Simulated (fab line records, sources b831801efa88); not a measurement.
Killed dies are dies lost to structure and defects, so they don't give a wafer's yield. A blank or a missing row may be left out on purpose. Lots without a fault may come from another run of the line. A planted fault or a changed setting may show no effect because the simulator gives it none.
fab line records | flow sky130 | part 1 of 2: steps 1 to 29 of 38
record lots=5 wafers=15 last_day=50
route steps=708 shown RES_XHIGH@340 SD_N@342 SD_P@359 SALICIDE@361 LI_CONTACT@362
lots that met no fault: from a run of the same line without faults
start_h: hours from the record's first day to the start of the lot's first wafer shown | wait_h: hours since the lot's step before | " the same as in the row above | L1.1+2: a row that stands for several wafers | - no value, or no start given | * or withheld: withheld | < > ~ a bound
route shown NAME@n: a module of which the file shows steps, and the number in the route of the first | usual: mean/standard deviation of fault-free wafers | same: alike in all rows | chamber/n: place in a boat | sites: the reading at each site | _std_site: their standard deviation | _edge_site: outer sites' mean less inner sites' | radius_mm: how far each site lies from the wafer's centre | mask NAME#n: copy n | behind: the tool/chamber that last shaped the wafer | hold: why the lot was held/for how many hours/how that ended | device: the transistor (n, p or np) that didn't switch | end of line: the same wafers' tests at the end of the route | a step without rows: its recipe alone | killed: dies lost to structure and defects at the first sort, not the wafer's yield | map: a wafer's dies, x killed, . not, _ none there
set.NAME: the setting as run; set.NAME@STEP: as run at that earlier step | model.NAME: the simulator's own value behind a step, which no gauge read
lots at some steps of the route; a table a step, a row a wafer
services: from which hour (start_h, from the record's first day; less than 0 if before it) a tool's chamber was out of use, for how many hours, and why
## steps
# step SKY_RES_XHIGH_STRIP_08
# recipe chemistry=O2/N2 power_w=1400 pressure_mtorr=1500 platen_temp_c=withheld o2_flow_sccm=3000 n2_flow_sccm=300 overash_fraction=0.5
# usual drypump_motor_current_A=5.87/0.091 oes_product_au=0.711/0.0046 strip_time_to_endpoint_s=14.27/0.037
# same overash_fraction=0.5
# columns lot.wafer tool chamber start_h wait_h drypump_motor_current_A oes_product_au rf_hours_counter_h strip_time_to_endpoint_s
L074.4 plasma_asher-01 1 626.14 0.1 5.80 0.713 - 14.35
L074.5 " 0 " " 5.86 0.703 - 14.29
L074.6 " 1 " " 5.80 0.709 - 14.33
L075.2 plasma_asher-02 1 628.87 0.1 5.71 0.711 75 14.25
L075.3 " 1 " " 5.71 0.718 - 14.28
L075.6 " 1 " " 5.70 0.706 - 14.25
L086.2 plasma_asher-01 0 722.80 0.1 5.86 0.711 60 14.22
L086.4 " 0 " " 5.88 0.708 - 14.23
L086.5 " 1 " " 5.78 0.716 - 14.22
L095.1 plasma_asher-01 1 786.26 0.1 5.80 0.714 67 14.31
L095.5 " 0 " " 5.84 0.709 - 14.29
L095.6 " 1 " " 5.83 0.709 - 14.27
L097.1 plasma_asher-03 1 801.36 0.1 5.86 0.715 4 14.28
L097.3 " 1 " " 5.84 0.708 - 14.32
L097.5 " 0 " " 5.97 0.706 - 14.25
# step SKY_RES_XHIGH_TW_MEAS_09
# usual RES_XHIGH_TW=1649/9.5
# columns lot.wafer tool chamber start_h wait_h RES_XHIGH_TW
L074.4 film_metro-01 - 626.24 0.1 1655
L074.5 " - " " 1651
L074.6 " - " " 1655
L075.2 film_metro-03 - 628.98 0.1 1654
L075.3 " - " " 1648
L075.6 " - " " 1649
L086.2 film_metro-04 - 722.91 0.1 1656
L086.4 " - " " 1662
L086.5 " - " " 1648
L095.1 film_metro-01 - 786.36 0.1 1652
L095.5 " - " " 1652
L095.6 " - " " 1651
L097.1 film_metro-04 - 801.46 0.1 1642
L097.3 " - " " 1653
L097.5 " - " " 1650
# step SKY_SD_N_DEHYDRATE_00
# recipe temp_c=200 time_s=60
# usual heater_power_total_W=160.37/0.13
# columns lot.wafer tool chamber start_h wait_h heater_power_total_W
L074.4 litho_track-04 0 640.22 14.0 160.21
L074.5 " 0 " " 160.13
L074.6 " 0 " " 160.39
L075.2 litho_track-04 0 642.87 13.9 160.48
L075.3 " 0 " " 160.29
L075.6 " 0 " " 160.58
L086.2 litho_track-04 0 735.92 13.0 160.46
L086.4 " 0 " " 160.26
L086.5 " 0 " " 160.48
L095.1 litho_track-01 0 798.85 12.5 160.23
L095.5 " 0 " " 160.37
L095.6 " 0 " " 160.46
L097.1 litho_track-01 0 814.65 13.2 160.49
L097.3 " 0 " " 160.43
L097.5 " 0 " " 160.47
# step SKY_SD_N_HMDS_01
# recipe prime_time_s=60 prime_temp_c=120
# columns lot.wafer tool chamber start_h wait_h
L074.4+5+6 litho_track-04 0 640.37 0.1
L075.2+3+6 litho_track-04 0 643.02 0.1
L086.2+4+5 litho_track-04 0 736.07 0.1
L095.1+5+6 litho_track-01 0 799.00 0.1
L097.1+3+5 litho_track-01 0 814.80 0.1
# step SKY_SD_N_COAT_02
# recipe resist=NOVOLAK spin_rpm=3000 resist_thk_nm=1140
# columns lot.wafer tool chamber start_h wait_h
L074.4+5+6 litho_track-04 0 640.52 0.1
L075.2+3+6 litho_track-04 0 643.17 0.1
L086.2+4+5 litho_track-04 0 736.22 0.1
L095.1+5+6 litho_track-01 0 799.15 0.1
L097.1+3+5 litho_track-01 0 814.95 0.1
# step SKY_SD_N_SOFTBAKE_03
# recipe temp_c=90 time_s=60 resist=NOVOLAK
# usual heater_power_total_W=56.59/0.046
# columns lot.wafer tool chamber start_h wait_h heater_power_total_W
L074.4 litho_track-04 0 640.67 0.1 56.68
L074.5 " 0 " " 56.67
L074.6 " 0 " " 56.56
L075.2 litho_track-04 0 643.32 0.1 56.53
L075.3 " 0 " " 56.67
L075.6 " 0 " " 56.52
L086.2 litho_track-04 0 736.37 0.1 56.62
L086.4 " 0 " " 56.61
L086.5 " 0 " " 56.65
L095.1 litho_track-01 0 799.30 0.1 56.59
L095.5 " 0 " " 56.64
L095.6 " 0 " " 56.58
L097.1 litho_track-01 0 815.10 0.1 56.59
L097.3 " 0 " " 56.58
L097.5 " 0 " " 56.55
# step SKY_SD_N_EXPOSE_04
# recipe mask_id=NSDM na=0.6 source_shape=conventional sigma_outer=0.6 polarization=unpolarized target_cd_nm=380 dose_mj=141
# usual stage_vel_mm_s=500.00/0.26
# columns lot.wafer tool chamber start_h wait_h mask stage_vel_mm_s
L074.4 iline_stepper-02 0 - - NSDM#0 500.00
L074.5 " 0 " " NSDM#0 499.94
L074.6 " 0 " " NSDM#0 500.01
L075.2 iline_stepper-02 0 - - NSDM#0 500.09
L075.3 " 0 " " NSDM#0 500.08
L075.6 " 0 " " NSDM#0 500.03
L086.2 iline_stepper-02 0 - - NSDM#0 500.28
L086.4 " 0 " " NSDM#0 500.35
L086.5 " 0 " " NSDM#0 500.43
L095.1 iline_stepper-01 0 - - NSDM#0 500.12
L095.5 " 0 " " NSDM#0 500.18
L095.6 " 0 " " NSDM#0 500.10
L097.1 iline_stepper-02 0 - - NSDM#0 500.24
L097.3 " 0 " " NSDM#0 499.53
L097.5 " 0 " " NSDM#0 499.70
# step SKY_SD_N_PEB_05
# recipe temp_c=withheld time_s=* resist=NOVOLAK
# columns lot.wafer tool chamber start_h wait_h
L074.4+5+6 litho_track-01 0 - -
L075.2+3+6 litho_track-01 0 - -
L086.2+4+5 litho_track-02 0 - -
L095.1+5+6 litho_track-02 0 - -
L097.1+3+5 litho_track-02 0 - -
# step SKY_SD_N_DEVELOP_06
# recipe resist=NOVOLAK developer=TMAH develop_time_s=60 dev_temp_c=23
# columns lot.wafer tool chamber start_h wait_h
L074.4+5+6 litho_track-01 0 653.77 0.1
L075.2+3+6 litho_track-01 0 657.12 0.1
L086.2+4+5 litho_track-02 0 749.50 0.1
L095.1+5+6 litho_track-02 0 812.47 0.1
L097.1+3+5 litho_track-02 0 828.32 0.1
# step SKY_SD_N_CD_MEAS_07
# recipe target_cd_nm=380
# usual cd_nm=381.1/2.4
# columns lot.wafer tool chamber start_h wait_h cd_nm
L074.4 cd_sem-01 - 653.91 0.1 381.8
L074.5 " - " " 377.7
L074.6 " - " " 379.7
L075.2 cd_sem-01 - 657.27 0.1 379.5
L075.3 " - " " 379.5
L075.6 " - " " 378.6
L086.2 cd_sem-01 - 749.64 0.1 386.5
L086.4 " - " " 383.4
L086.5 " - " " 385.0
L095.1 cd_sem-01 - 812.62 0.1 381.0
L095.5 " - " " 380.4
L095.6 " - " " 380.7
L097.1 cd_sem-01 - 828.47 0.1 381.9
L097.3 " - " " 384.1
L097.5 " - " " 385.7
# step SKY_SD_N_OVL_MEAS_08
# usual SD_N_OVL=-1.0/1.5
# columns lot.wafer tool chamber start_h wait_h SD_N_OVL[nm]
L074.4 overlay-01 - 653.99 0.1 -1.1
L074.5 " - " " -0.9
L074.6 " - " " 1.2
L075.2 overlay-02 - 657.37 0.1 -2.5
L075.3 " - " " -2.1
L075.6 " - " " -2.2
L086.2 overlay-01 - 749.75 0.1 -0.6
L086.4 " - " " 0.5
L086.5 " - " " -0.5
L095.1 overlay-02 - 812.74 0.1 -2.2
L095.5 " - " " 0.0
L095.6 " - " " -1.6
L097.1 overlay-02 - 828.59 0.1 -3.7
L097.3 " - " " -2.3
L097.5 " - " " -5.1
# step SKY_SD_N_IMPLANT_09
# recipe species=As energy_kev=50 dose_cm2=4e+15 tilt_deg=0
# usual faraday_current_uA=12903/820
# columns lot.wafer tool chamber start_h wait_h faraday_current_uA
L074.4 implanter-04 0 654.08 0.1 13406
L074.5 " 0 " " 13446
L074.6 " 0 " " 13123
L075.2 implanter-03 0 657.43 0.0 11457
L075.3 " 0 " " 11758
L075.6 " 0 " " 11900
L086.2 implanter-02 0 749.80 0.0 12496
L086.4 " 0 " " 12434
L086.5 " 0 " " 12794
L095.1 implanter-02 0 812.78 0.0 12680
L095.5 " 0 " " 13004
L095.6 " 0 " " 12477
L097.1 implanter-04 0 828.63 0.0 13983
L097.3 " 0 " " 13447
L097.5 " 0 " " 13422
# step SKY_SD_N_IMPLANT_10
# recipe species=P energy_kev=20 dose_cm2=1e+14 tilt_deg=0
# usual faraday_current_uA=550/25
# columns lot.wafer tool chamber start_h wait_h faraday_current_uA
L074.4 implanter-04 0 654.23 0.1 570
L074.5 " 0 " " 560
L074.6 " 0 " " 577
L075.2 implanter-03 0 657.58 0.1 514
L075.3 " 0 " " 513
L075.6 " 0 " " 514
L086.2 implanter-02 0 749.95 0.1 556
L086.4 " 0 " " 575
L086.5 " 0 " " 558
L095.1 implanter-02 0 812.93 0.1 567
L095.5 " 0 " " 564
L095.6 " 0 " " 564
L097.1 implanter-04 0 828.78 0.1 552
L097.3 " 0 " " 568
L097.5 " 0 " " 575
# step SKY_SD_N_STRIP_11
# recipe chemistry=O2/N2 power_w=1400 pressure_mtorr=1500 platen_temp_c=withheld o2_flow_sccm=3000 n2_flow_sccm=300 overash_fraction=0.5
# usual drypump_motor_current_A=5.6/0.35 oes_product_au=0.527/0.0041 strip_time_to_endpoint_s=22.54/0.042
# same overash_fraction=0.5
# columns lot.wafer tool chamber start_h wait_h drypump_motor_current_A oes_product_au rf_hours_counter_h strip_time_to_endpoint_s
L074.4 plasma_asher-04 0 654.34 0.1 5.7 0.524 - 22.52
L074.5 " 0 " " 5.7 0.528 - 22.53
L074.6 " 1 " " 5.0 0.530 - 22.55
L075.2 plasma_asher-03 1 657.70 0.1 5.9 0.527 97 22.51
L075.3 " 1 " " 5.9 0.521 - 22.50
L075.6 " 0 " " 6.0 0.527 - 22.54
L086.2 plasma_asher-03 1 750.08 0.1 5.9 0.528 1 22.51
L086.4 " 1 " " 5.9 0.531 - 22.53
L086.5 " 0 " " 6.0 0.531 - 22.52
L095.1 plasma_asher-03 1 813.08 0.1 5.8 0.524 5 22.54
L095.5 " 0 " " 6.0 0.530 - 22.59
L095.6 " 1 " " 5.8 0.526 - 22.58
L097.1 plasma_asher-04 0 828.93 0.1 5.7 0.527 42 22.51
L097.3 " 1 " " 5.0 0.531 - 22.49
L097.5 " 1 " " 5.0 0.537 - 22.45
# step SKY_SD_N_TW_MEAS_12
# usual SD_N_TW=4013/20
# columns lot.wafer tool chamber start_h wait_h SD_N_TW
L074.4 film_metro-04 - 654.43 0.1 4030
L074.5 " - " " 4010
L074.6 " - " " 4027
L075.2 film_metro-03 - 657.82 0.1 4005
L075.3 " - " " 4012
L075.6 " - " " 4011
L086.2 film_metro-04 - 750.19 0.1 4066
L086.4 " - " " 4054
L086.5 " - " " 4062
L095.1 film_metro-01 - 813.18 0.1 4008
L095.5 " - " " 4000
L095.6 " - " " 4015
L097.1 film_metro-03 - 829.03 0.1 4011
L097.3 " - " " 4035
L097.5 " - " " 4012
# step SKY_SD_N_CLEAN_13
# recipe chemistry=SC1/SC2 mix=1:4:20 temp_c=70 time_s=150 dry=n2_spin
# columns lot.wafer tool chamber start_h wait_h
L074.4+5+6 wet_bench-02 1 654.46 0.0
L075.2+3+6 wet_bench-03 0 657.87 0.0
L086.2+4+5 wet_bench-04 3 750.24 0.0
L095.1+5+6 wet_bench-04 3 813.24 0.1
L097.1+3+5 wet_bench-04 1 829.09 0.1
# step SKY_SD_N_RTA_14
# recipe temp_c=1075 time_s=2 idle_temp_c=650 ramp_up_c_per_s=150 ramp_down_c_per_s=90 ambient=N2
# usual lamp_power_pct=15.75/0.051 wafer_temp_C_max=1077.9/1.4
# columns lot.wafer tool chamber start_h wait_h lamp_power_pct wafer_temp_C_max
L074.4 rtp_anneal-02 0 654.55 0.0 15.76 1075.7
L074.5 " 0 " " 15.73 1077.6
L074.6 " 0 " " 15.68 1079.6
L075.2 rtp_anneal-01 0 657.99 0.0 15.73 1076.3
L075.3 " 0 " " 15.75 1077.0
L075.6 " 0 " " 15.73 1076.5
L086.2 rtp_anneal-02 0 750.30 0.0 15.71 1077.0
L086.4 " 0 " " 15.75 1079.5
L086.5 " 0 " " 15.75 1079.1
L095.1 rtp_anneal-02 0 813.29 0.0 15.78 1078.2
L095.5 " 0 " " 15.79 1077.7
L095.6 " 0 " " 15.71 1076.5
L097.1 rtp_anneal-02 0 829.14 0.0 15.74 1077.6
L097.3 " 0 " " 15.78 1079.2
L097.5 " 0 " " 15.69 1079.7
# step SKY_SD_N_RS_MEAS_16
# recipe thk_meas_gauge=four-point-probe
# usual SD_N_RS=68.58/0.11
# columns lot.wafer tool chamber start_h wait_h SD_N_RS[ohm/sq]
L074.4 film_metro-03 - 654.75 0.1 68.50
L074.5 " - " " 68.72
L074.6 " - " " 68.49
L075.2 film_metro-04 - 658.18 0.1 68.60
L075.3 " - " " 68.53
L075.6 " - " " 68.45
L086.2 film_metro-03 - 750.48 0.1 68.56
L086.4 " - " " 68.62
L086.5 " - " " 68.61
L095.1 film_metro-03 - 813.47 0.1 68.59
L095.5 " - " " 68.42
L095.6 " - " " 68.49
L097.1 film_metro-03 - 829.32 0.1 68.46
L097.3 " - " " 68.45
L097.5 " - " " 68.66
# step SKY_SD_N_RS_MEAS_17
# recipe thk_meas_gauge=four-point-probe
# usual SD_P_RS=147.1/0.39
# columns lot.wafer tool chamber start_h wait_h SD_P_RS[ohm/sq]
L074.4 film_metro-03 - 654.87 0.1 146.9
L074.5 " - " " 146.5
L074.6 " - " " 146.8
L075.2 film_metro-04 - 658.30 0.1 146.8
L075.3 " - " " 147.0
L075.6 " - " " 147.5
L086.2 film_metro-03 - 750.60 0.1 147.3
L086.4 " - " " 147.3
L086.5 " - " " 146.9
L095.1 film_metro-03 - 813.59 0.1 147.2
L095.5 " - " " 147.1
L095.6 " - " " 147.0
L097.1 film_metro-03 - 829.44 0.1 147.1
L097.3 " - " " 146.9
L097.5 " - " " 147.0
# step SKY_SD_N_RS_MEAS_18
# recipe thk_meas_gauge=four-point-probe
# usual RES_XHIGH_RS=333.3/1.2
# columns lot.wafer tool chamber start_h wait_h RES_XHIGH_RS[ohm/sq]
L074.4 film_metro-03 - 654.99 0.1 330.6
L074.5 " - " " 332.2
L074.6 " - " " 330.7
L075.2 film_metro-04 - 658.42 0.1 333.7
L075.3 " - " " 333.6
L075.6 " - " " 334.0
L086.2 film_metro-03 - 750.72 0.1 332.8
L086.4 " - " " 332.5
L086.5 " - " " 333.6
L095.1 film_metro-03 - 813.71 0.1 330.5
L095.5 " - " " 331.1
L095.6 " - " " 330.9
L097.1 film_metro-03 - 829.56 0.1 331.6
L097.3 " - " " 330.5
L097.5 " - " " 332.1
# step SKY_SALICIDE_CLEAN_00
# recipe chemistry=HF-last time_s=30 dilution=100:1 dry=ipa_marangoni
# columns lot.wafer tool chamber start_h wait_h
L074.4+5+6 wet_bench-01 1 655.05 0.0
L075.2+3+6 wet_bench-01 3 658.52 0.1
L086.2+4+5 wet_bench-03 3 750.82 0.1
L095.1+5+6 wet_bench-02 1 813.83 0.1
L097.1+3+5 wet_bench-03 0 829.68 0.1
# step SKY_LI_CONTACT_HDPCVD_00
# recipe material=PSG target_thk_nm=930 sigma_open_frac=0.3 time_s=155 temp_c=600 sih4_flow_sccm=60 pressure_mtorr=6
# columns lot.wafer tool chamber start_h wait_h
L074.4+5+6 hdpcvd-02 2,1,0 655.12 0.1
L075.2+3+6 hdpcvd-02 2,0,0 658.54 0.0
L086.2+4+5 hdpcvd-02 2,1,2 750.84 0.0
L095.1+5+6 hdpcvd-01 0,2,1 813.84 0.0
L097.1+3+5 hdpcvd-01 1,2,1 829.69 0.0
# step SKY_LI_CONTACT_THK_MEAS_01
# recipe reads=PSG_of_LI_CONTACT_HDPCVD_00
# usual LI_CONTACT_HDPCVD_THK=930/11
# columns lot.wafer tool chamber start_h wait_h LI_CONTACT_HDPCVD_THK[nm]
L074.4 film_metro-01 - 655.20 0.0 916
L074.5 " - " " 919
L074.6 " - " " 933
L075.2 film_metro-03 - 658.65 0.1 910
L075.3 " - " " 941
L075.6 " - " " 937
L086.2 film_metro-04 - 750.95 0.1 911
L086.4 " - " " 935
L086.5 " - " " 920
L095.1 film_metro-04 - 813.95 0.1 938
L095.5 " - " " 939
L095.6 " - " " 925
L097.1 film_metro-04 - 829.80 0.1 922
L097.3 " - " " 936
L097.5 " - " " 919
# step SKY_LI_CONTACT_CMP_02
# recipe material=PSG down_force_psi=4 platen_rpm=60 pad_velocity_m_s=0.94248
# usual edge_zone_pressure_frac=1.000/0.0049 motor_current_A=11.9/1.4 platen_rpm=60.01/0.04 time_to_endpoint_s=31/3.4
# columns lot.wafer tool chamber start_h wait_h edge_zone_pressure_frac motor_current_A platen_rpm time_to_endpoint_s
L074.4 cmp-01 2 655.28 0.1 1.005 11.8 59.99 28
L074.5 " 1 " " 1.005 12.7 60.00 24
L074.6 " 2 " " 1.005 11.8 59.97 29
L075.2 cmp-01 0 658.70 0.0 1.001 11.8 60.04 29
L075.3 " 1 " " 0.997 12.4 59.99 33
L075.6 " 1 " " 1.012 12.5 60.06 31
L086.4 cmp-02 3 751.00 0.0 0.999 9.1 59.96 30
L086.2 " 0 " " 1.002 11.5 60.01 28
L086.5 " 3 " " 1.000 9.3 59.99 27
L095.1 cmp-02 2 814.11 0.1 1.001 14.2 60.04 32
L095.6 " 0 " " 1.001 11.1 60.02 29
L095.5 " 1 " " 0.994 13.3 60.01 34
L097.3 cmp-02 1 829.96 0.1 1.002 13.0 59.96 39
L097.1 " 2 " " 1.002 14.0 60.03 33
L097.5 " 3 " " 1.009 9.9 60.00 31
# step SKY_LI_CONTACT_BOW_MEAS_03
# recipe mode=bow
# usual LI_CONTACT_BOW=57/6.5
# columns lot.wafer tool chamber start_h wait_h LI_CONTACT_BOW[um]
L074.4 film_metro-01 - 655.59 0.3 51
L074.5 " - " " 68
L074.6 " - " " 59
L075.2 film_metro-04 - 659.02 0.3 45
L075.3 " - " " 48
L075.6 " - " " 52
L086.2 film_metro-01 - 751.32 0.2 65
L086.4 " - " " 61
L086.5 " - " " 64
L095.1 film_metro-03 - 814.31 0.1 51
L095.5 " - " " 50
L095.6 " - " " 60
L097.1 film_metro-03 - 830.16 0.1 66
L097.3 " - " " 53
L097.5 " - " " 60
# step SKY_LI_CONTACT_DEHYDRATE_04
# recipe temp_c=200 time_s=60
# usual heater_power_total_W=160.38/0.12
# columns lot.wafer tool chamber start_h wait_h heater_power_total_W
L074.4 litho_track-01 0 669.17 13.6 160.16
L074.5 " 0 " " 160.33
L074.6 " 0 " " 160.41
L075.2 litho_track-03 0 672.93 13.9 160.41
L075.3 " 0 " " 160.20
L075.6 " 0 " " 160.58
L086.2 litho_track-04 0 764.47 13.1 160.43
L086.4 " 0 " " 160.34
L086.5 " 0 " " 160.52
L095.1 litho_track-04 0 826.40 12.1 160.25
L095.5 " 0 " " 160.35
L095.6 " 0 " " 160.24
L097.1 litho_track-01 0 843.15 13.0 160.15
L097.3 " 0 " " 160.64
L097.5 " 0 " " 160.31
# step SKY_LI_CONTACT_HMDS_05
# recipe prime_time_s=60 prime_temp_c=120
# columns lot.wafer tool chamber start_h wait_h
L074.4+5+6 litho_track-01 0 669.32 0.1
L075.2+3+6 litho_track-03 0 673.08 0.1
L086.2+4+5 litho_track-04 0 764.62 0.1
L095.1+5+6 litho_track-04 0 826.55 0.1
L097.1+3+5 litho_track-01 0 843.30 0.1
# step SKY_LI_CONTACT_COAT_06
# recipe resist=BARC temp_c=withheld time_s=withheld spin_rpm=3000 resist_thk_nm=60
# columns lot.wafer tool chamber start_h wait_h
L074.4+5+6 litho_track-01 0 669.47 0.1
L075.2+3+6 litho_track-03 0 673.23 0.1
L086.2+4+5 litho_track-04 0 764.77 0.1
L095.1+5+6 litho_track-04 0 826.70 0.1
L097.1+3+5 litho_track-01 0 843.45 0.1
# step SKY_LI_CONTACT_COAT_07
# recipe resist=KrF-thick spin_rpm=3000 resist_thk_nm=450
# columns lot.wafer tool chamber start_h wait_h
L074.4+5+6 litho_track-01 0 - -
L075.2+3+6 litho_track-03 0 - -
L086.2+4+5 litho_track-04 0 - -
L095.1+5+6 litho_track-04 0 - -
L097.1+3+5 litho_track-01 0 - -
